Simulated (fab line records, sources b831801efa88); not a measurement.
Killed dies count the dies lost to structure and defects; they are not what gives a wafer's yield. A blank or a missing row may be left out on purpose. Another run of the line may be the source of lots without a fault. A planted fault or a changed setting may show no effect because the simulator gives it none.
Problem report, 8D (eight disciplines) form, completed by code    flow sfq-line    the parts of the form that need people (team, actions taken, sign-off) are left out

## 1. WHAT WENT WRONG
M7_NB_RS at SFQ_M7_RS_MEAS_943 reads a mean of 0.812 ohm/sq on 2 wafers of 2 lots; wafers without a fault read 0.891 ohm/sq with a standard deviation of 0.012. Relative to the usual mean, that is a shift of -6.6 standard deviations.
The step: measures by four-point-probe.
First seen on wafer L782.6, day 74 04:54, on film-metro-03. The record has a number at this step for 42 wafers belonging to 14 lots. The rule behind "out" and "out of limits": a value lying over 4 standard deviations away from the usual mean. All remaining wafers that have a number are taken as sound.

## 2. WHAT IT IS, AND WHAT IT ISN'T
question                     is                 is not
which readings at this step  M7_NB_RS           -
which lots                   L782, L783         L772, L774, L775, L776, L777, L784, L785, L788, L790, L791, L792, L794
which wafers of those lots   L782.6, L783.6     L782.4, L782.5, L783.1, L783.5
read on which gauges         film-metro-03      film-metro-01
when                         from day 74 04:54  up to then (17 sound wafers); but 23 sound wafers of L783, L784, L785, L788, L790, L791, L792, L794 came after

## 3. SUSPECTS, AND WHAT RULES EACH OUT
Counting: if a tool at a process step up to the reading ran every lot that is out, it stays a suspect. Sound lots after the first of them don't rule it out here, since some wafers of a struck lot are sound.
- the gauge at SFQ_M7_RS_MEAS_943: ruled out. All the wafers that are out were read on film-metro-03, but those of them that SFQ_TRILAYER_M7_ETCH_METAL_ETCH_180 has rows for are out there too, on other tools.
- pvd-sputter-04 at SFQ_TRILAYER_M7_DEP_SPUTTER_175 (material Nb, target thk 200 nm, time 133.3 s): kept. It processed each lot that is out (first: L782, day 74 04:45); up to then, its last sound lot is L777 (day 73 16:45).
After counting, what remains is pvd-sputter-04 at SFQ_TRILAYER_M7_DEP_SPUTTER_175.

## 4. THE CAUSE (what the simulator had put in)
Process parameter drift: pvd-sputter-04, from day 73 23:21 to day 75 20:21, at SFQ_TRILAYER_M7_DEP_SPUTTER_175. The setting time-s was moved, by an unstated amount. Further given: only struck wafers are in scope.
After counting, this tool was the only one left.

## 5. THE CHAIN OF EFFECTS, in route order
One row per reading whose mean, taken over the struck wafers that have a number, lies over 3 standard deviations from the usual. Only readings for which the record gives a usual standard deviation are gone through. hours: the time from each lot's start at the first step in this table that gives one to its start at this step, as a median over the lots. sigmas: the change in usual standard deviations.
hours  step                                 reading         usual         on struck wafers  change  sigmas
0      SFQ_M7_RS_MEAS_943                   M7_NB_RS        0.891 ohm/sq  0.812             -0.079  -6.6
85     SFQ_TRILAYER_M7_ETCH_METAL_ETCH_180  oes-product-au  0.893 a.u.    0.940             +0.047  +5.9
Its process steps:
- SFQ_TRILAYER_M7_ETCH_METAL_ETCH_180: etches Nb in Cl2/Ar, stops on SiO2, target depth 240 nm, time 120 s.

## 6. HOW IT WOULD HAVE BEEN CAUGHT EARLIER
In this record the first reading out of limits at a measuring or inspecting step was taken at day 74 04:54, 6 hours after the fault began at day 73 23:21.
Tool readings at SFQ_TRILAYER_M7_DEP_SPUTTER_175 with a usual standard deviation given in the record: none out on any struck wafer, hence no alarm at a limit of 4 standard deviations on them.
Of the lots that are out (2), L783 began SFQ_TRILAYER_M7_DEP_SPUTTER_175 on pvd-sputter-04 after day 74 04:54. Putting the tool on hold at that point would have spared it.
